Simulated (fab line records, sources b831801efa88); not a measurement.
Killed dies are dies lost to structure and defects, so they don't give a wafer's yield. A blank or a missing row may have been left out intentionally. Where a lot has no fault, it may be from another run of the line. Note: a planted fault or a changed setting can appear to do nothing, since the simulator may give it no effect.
Which tool did it?    flow sky130    24 lots, 72 wafers sampled, at 2 steps of a route of 708

## WHAT THE GAUGES SHOWED, per wafer
SKY_CONTACT_THK_MEAS_01.
lot   measured      on             CONTACT_CVD_00_THK (nm)
L074  day 31 15:21  film_metro-04  73.5 74.6 75.1
L076  day 31 18:25  film_metro-01  72.9 72.8 74.7
L075  day 31 19:45  film_metro-04  74.4 74.7 76.3
L077  day 31 19:57  film_metro-04  74.8 75.7 76.3
L078  day 31 22:27  film_metro-04  74.2 72.7 75.6
L079  day 31 23:06  film_metro-04  74.9 73.8 74.7
L080  day 32 20:52  film_metro-01  75.1 74.6 73.4
L081  day 32 21:03  film_metro-02  73.9 75.1 75.2
L082  day 33 03:37  film_metro-02  72.4 74.7 75.1
L083  day 33 06:53  film_metro-02  75.2 75.6 77.9
L085  day 33 18:22  film_metro-02  73.8 76.6 75.0
L084  day 33 20:19  film_metro-01  75.0 75.6 76.7
L086  day 34 09:02  film_metro-02  74.2 73.7 75.7
L087  day 34 09:37  film_metro-04  75.0 75.7 75.6
L088  day 34 17:08  film_metro-02  73.3 73.4 76.0
L089  day 35 00:48  film_metro-01  75.8 77.9 76.1
L090  day 35 17:21  film_metro-02  74.6 74.8 76.5
L091  day 35 22:14  film_metro-02  75.7 76.4 76.2
L092  day 36 14:32  film_metro-02  74.7 75.5 74.9
L093  day 36 14:53  film_metro-02  73.0 75.5 74.8
L094  day 36 22:44  film_metro-02  73.9 75.8 75.0
L095  day 37 02:56  film_metro-02  73.2 73.9 75.4
L096  day 37 05:50  film_metro-01  75.1 74.2 76.1
L097  day 37 17:51  film_metro-01  74.2 74.5 75.8

SKY_METAL3_OVL_MEAS_14.
lot   measured      on          METAL3_OVL (nm)
L074  day 39 14:10  overlay-01  8 3 2
L076  day 39 19:28  overlay-01  0 3 -7
L075  day 39 20:19  overlay-01  -8 -7 -9
L077  day 39 20:37  overlay-02  2 -9 -12
L078  day 39 22:07  overlay-02  -4 -6 -4
L079  day 39 22:46  overlay-02  -4 0 1
L080  day 40 16:49  overlay-02  -1 -9 -2
L081  day 40 18:58  overlay-01  1 2 4
L082  day 41 01:16  overlay-01  -2 -7 -1
L083  day 41 01:37  overlay-02  7 2 0
L085  day 41 11:01  overlay-02  -16 -18 -1
L084  day 41 12:14  overlay-02  1 3 -2
L086  day 42 02:58  overlay-02  -4 -9 -1
L087  day 42 04:10  overlay-01  -16 -8 0
L088  day 42 08:37  overlay-02  -7 -3 -1
L089  day 42 15:32  overlay-02  -1 1 2
L090  day 43 06:37  overlay-02  9 0 -3
L091  day 43 11:07  overlay-02  -5 0 3
L092  day 44 02:10  overlay-02  -5 -10 -5
L093  day 44 04:01  overlay-01  3 6 -4
L094  day 44 08:28  overlay-02  -1 -1 -2
L095  day 44 11:19  overlay-01  3 -6 -8
L096  day 44 13:49  overlay-02  -6 -8 -6
L097  day 44 23:41  overlay-01  2 11 0

## TOOL THAT RAN EACH LOT (tool first, then ch and the chambers of the sampled wafers, then the start)
Before these readings, the record contains no process step.

## WHAT THE TOOLS THEMSELVES READ (means of the sampled wafers that have a number; where no wafer has one, the mark that the record gives instead)
The record holds no such reading with a usual standard deviation.

## THE ANSWER, worked out from the rows above alone
Rule: the usual values come from the lots themselves. The widest of any qualifying gaps counts: lots, ordered by their means at a reading, are off when they make up no more than a third of the lots, leave a main group of 4 or more, and stand apart from it by 3 or more times the standard deviation of that group's means. A main group whose means are all the same, to the digits that the tables above print for the reading, isn't used. A lot without any number at a reading at which 4 lots or more have one is off too. Where the step has rows for the other lots, those lots are counted as sound. The gauges are gone through in route order, then the tools' own readings, and for those a lot's mean is taken as printed above. The first step at which some lot is off is used, and at that step the reading that is off furthest; a lot without a number counts as furthest.
No lot is off on any of the readings shown, so nothing can be concluded from this.

## WHAT THE SIMULATOR HAD INSERTED
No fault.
